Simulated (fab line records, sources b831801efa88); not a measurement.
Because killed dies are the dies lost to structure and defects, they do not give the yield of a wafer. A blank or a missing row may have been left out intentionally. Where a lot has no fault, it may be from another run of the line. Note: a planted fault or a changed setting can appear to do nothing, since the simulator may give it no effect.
2 desks, one fault | flow sky130 | every desk sees just its own numbers, and what lay behind them comes last

== DESK OF THE TOOL OWNER: plasma asher-04 ==
The tool's own readings at SKY_LDD_HVP_STRIP_09 (strips in O2/N2): means of the sampled wafers that have a number, for each lot that ran on this tool. The brackets show how far a lot's mean lies from the usual mean; more than 4 standard deviations puts the lot out of limits, marked OUT.
Columns: A = chamber pressure mTorr at SKY_LDD_HVP_STRIP_09, usual 1500.0 mTorr; B = drypump motor current A at SKY_LDD_HVP_STRIP_09, usual 5.6 A; C = oes product au at SKY_LDD_HVP_STRIP_09, usual 0.409 a.u.; D = strip time to endpoint s at SKY_LDD_HVP_STRIP_09, usual 4.134 s
lot  | first seen here | A      | B   | C     | D
L593 | day 28 10:53    | 1500.9 | 5.9 | 0.408 | 4.129
L596 | day 28 15:19    | 1499.7 | 5.9 | 0.409 | 4.143
L599 | day 30 08:49    | 1500.4 | 5.4 | 0.406 | 4.139
L600 | day 30 10:17    | 1498.7 | 5.5 | 0.413 | 4.136
Finding of this desk: none of the 4 lots has anything out of limits.

== METROLOGY DESK ==
Lot by lot, what the gauges showed, no matter which tool ran the lot: averages of those sampled wafers that carry a number. The brackets show how far a lot's mean lies from the usual mean; more than 4 standard deviations puts the lot out of limits, marked OUT.
Columns: A = POLY_GATE_CVD_03_THK at SKY_POLY_GATE_THK_MEAS_04, usual 74.7 nm; B = LDD_LDN_OVL at SKY_LDD_LDN_OVL_MEAS_07, usual 0.9 nm; C = LDD_LDN_TW at SKY_LDD_LDN_TW_MEAS_13, usual 1475
lot  | first seen here | A    | B    | C
L578 | day 13 18:26    | 75.1 | -0.0 | 1482
L580 | day 15 20:11    | 74.9 | -0.4 | 1480
L582 | day 17 00:13    | 75.3 | -0.2 | 1462
L585 | day 18 06:51    | 74.6 | -1.1 | 1489
L588 | day 19 09:38    | 74.8 | 2.5  | 30 (-99 or more) OUT
L589 | day 19 16:47    | 73.5 | 0.5  | 30 (-99 or more) OUT
L590 | day 22 01:27    | 74.5 | 0.5  | 1473
L593 | day 22 01:28    | 73.7 | -1.7 | 1480
L592 | day 22 01:31    | 74.0 | -0.3 | 1463
L595 | day 22 01:31    | 74.1 | 1.9  | 1485
L596 | day 22 03:52    | 75.5 | 1.8  | 1467
L598 | day 23 05:59    | 74.5 | 1.9  | 1477
L600 | day 24 02:34    | 74.2 | 1.5  | 1485
L599 | day 24 02:34    | 75.0 | 0.3  | 1478
This desk finds L588, L589 out of limits, with the earliest case on L588 at day 27 05:12 (LDD_LDN_TW at SKY_LDD_LDN_TW_MEAS_13). Within limits: L578, L580, L582, L585, L590, L593, L592, L595, L596, L598, L600, L599.

== BROUGHT TOGETHER ==
L588, L589 would have let the metrology desk raise an alarm at day 27 05:12.
Nothing out of limits was seen by the tool owner's desk.
The tool owner's desk has no number on record for L588, L589.
All the named lots went through SKY_LDD_HVP_STRIP_09 on plasma asher-04.

== WHAT THE SIMULATOR HAD PUT IN ==
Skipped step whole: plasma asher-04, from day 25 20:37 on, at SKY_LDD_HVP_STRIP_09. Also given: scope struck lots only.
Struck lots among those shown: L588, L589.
Hours from the fault's start to each desk's first reading out of limits: the metrology desk, 33.
